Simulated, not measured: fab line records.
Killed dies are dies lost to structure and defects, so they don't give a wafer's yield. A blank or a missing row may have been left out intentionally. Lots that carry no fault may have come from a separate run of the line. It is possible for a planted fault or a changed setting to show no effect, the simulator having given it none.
The tool behind it: which one? ; flow sky130 ; 39 wafers sampled from 13 lots at 1 step of a route of 708

== WHAT EACH GAUGE READ, for each wafer ==
SKY_VT_ADJUST_PCH_TW_MEAS_10. Usual: for VT_ADJUST_PCH_TW the level is 143.2 and the standard deviation is 1.5.
lot;measured;on;VT_ADJUST_PCH_TW;flag
L107;day 10 13:25;filmMetro-03;140.7 139.3 140.1;
L109;day 11 04:15;filmMetro-02;143.5 143.4 142.7;
L111;day 11 19:34;filmMetro-01;143.9 143.7 144.3;
L113;day 12 10:16;filmMetro-03;140.6 140.2 140.9;
L114;day 12 18:48;filmMetro-01;143.5 143.4 144.1;
L115;day 13 07:33;filmMetro-01;143.1 143.9 143.6;
L117;day 13 17:17;filmMetro-02;142.7 142.6 142.7;
L118;day 14 00:05;filmMetro-01;144.6 144.6 145.6;
L122;day 15 04:20;filmMetro-01;144.7 144.6 143.6;
L127;day 16 19:54;filmMetro-02;143.4 142.6 142.4;
L128;day 17 06:20;filmMetro-02;144.0 143.6 144.2;
L129;day 17 13:27;filmMetro-02;143.7 143.7 143.5;
L130;day 17 18:07;filmMetro-02;143.8 142.9 143.5;

== WHICH TOOL RAN EACH LOT (tool, then ch and the chambers of the sampled wafers, then the start) ==
The record holds no process step before these readings.

== AS READ BY THE TOOLS THEMSELVES (means over the sampled wafers that have a number; for cases with no such wafer, the mark the record gives instead) ==
The record holds no such reading with a usual standard deviation.

== THE ANSWER, worked out from the rows above alone ==
Rule: take the mean of a lot's wafers that have a number; if it is more than 3 standard deviations from the usual mean, the lot is off. A lot without any number at a reading at which 4 lots or more have one is off too. The other lots that the step has rows for count as sound. First the gauges in route order, then the tools' own readings, where a lot's mean is used as printed above. The first step at which some lot is off is used, and at that step the reading that is off furthest; a lot without a number counts as furthest.
No lot is off on any of the readings shown, so nothing can be concluded from this.

== WHAT THE SIMULATOR HAD PUT IN ==
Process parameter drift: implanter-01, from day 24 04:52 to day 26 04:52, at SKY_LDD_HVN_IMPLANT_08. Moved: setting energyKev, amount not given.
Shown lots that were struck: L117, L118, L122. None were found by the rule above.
